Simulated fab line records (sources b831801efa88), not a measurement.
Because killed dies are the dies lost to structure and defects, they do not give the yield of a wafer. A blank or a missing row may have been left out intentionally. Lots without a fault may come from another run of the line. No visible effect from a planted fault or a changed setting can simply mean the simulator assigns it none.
Which tool did it? -- flow sky130 -- Sampling: 6 lots, 18 wafers, 4 of 708 route steps

WHAT THE GAUGES READ, wafer by wafer
SKY_VIA4_RS_MEAS_19: measurement is done with a four-point probe.
lot,measured,on,VIA4_W_RS (ohm/sq)
L405,day 43 06:49,film metro-02,0.211 0.223 0.210
L407,day 43 22:30,film metro-02,0.223 0.212 0.213
L410,day 44 12:56,film metro-02,0.227 0.221 0.226
L413,day 45 12:09,film metro-04,0.234 0.225 0.234
L416,day 46 03:52,film metro-01,0.228 0.259 0.262
L426,day 48 16:05,film metro-02,0.215 0.217 0.224

EACH LOT AND THE TOOL THAT RAN IT (in order: tool; ch and the chambers of the sampled wafers; start)
lot,SKY_CAP2M_METAL_ETCH_13,SKY_CAP2M_STRIP_14,SKY_VIA4_CVD_18
L405,"rie metal-04 ch 0,1, day 41 04:23","plasma asher-03 ch 0,1, day 41 04:28","cvd w-01 ch 0,1, day 43 06:40"
L407,"rie metal-04 ch 0,1, day 41 20:39","plasma asher-03 ch 0,1, day 41 20:44","cvd w-01 ch 0,1, day 43 22:21"
L410,"rie metal-04 ch 0,1, day 42 11:36","plasma asher-02 ch 0,1, day 42 11:41","cvd w-02 ch 0,1, day 44 12:46"
L413,"rie metal-04 ch 0,1, day 43 13:08","plasma asher-01 ch 0,1, day 43 13:13","cvd w-02 ch 0,1, day 45 11:59"
L416,"rie metal-04 ch 1, day 44 04:14","plasma asher-03 ch 0,1, day 44 04:23","cvd w-02 ch 0,1, day 46 03:43"
L426,"rie metal-04 ch 0,1, day 46 22:16","plasma asher-02 ch 0,1, day 46 22:20","cvd w-01 ch 0,1, day 48 15:55"
- SKY_CAP2M_METAL_ETCH_13: etches TiN in Cl2/BCl3, stops on SiO2, target depth 220 nm, time 62.9 s.
- SKY_CAP2M_STRIP_14: strips in O2/N2.
- SKY_VIA4_CVD_18: deposits W, target thk 505 nm, time 152.14 s.

THE ANSWER, worked out from the rows above alone
Rule: what is usual is taken from the lots themselves. Put in order of their means at a reading, lots are off if they are a third of the lots or fewer, leave a main group of 4 or more, and stand apart from it by a gap of 3 or more times the standard deviation of the main group's means; of several such gaps the widest counts. A main group is skipped when, at the precision printed for the reading in the tables above, its means are all equal. A lot without any number at a reading at which 4 lots or more have one is off too. Where the step has rows for the other lots, those lots are counted as sound.
Off: at SKY_VIA4_RS_MEAS_19 (VIA4_W_RS), L416. Mean 0.221 ohm/sq and standard deviation 0.0061 in the main group.
A tool fits if, at a process step before that reading, it ran every lot that is off, and no sound lot after the first of them. Gauges at SKY_VIA4_RS_MEAS_19: tried the same way as those tools. Can't be told from this: 3 tools fit, plasma asher-03 at SKY_CAP2M_STRIP_14, cvd w-02 at SKY_VIA4_CVD_18, film metro-01 at SKY_VIA4_RS_MEAS_19.

WHAT THE SIMULATOR HAD INSERTED
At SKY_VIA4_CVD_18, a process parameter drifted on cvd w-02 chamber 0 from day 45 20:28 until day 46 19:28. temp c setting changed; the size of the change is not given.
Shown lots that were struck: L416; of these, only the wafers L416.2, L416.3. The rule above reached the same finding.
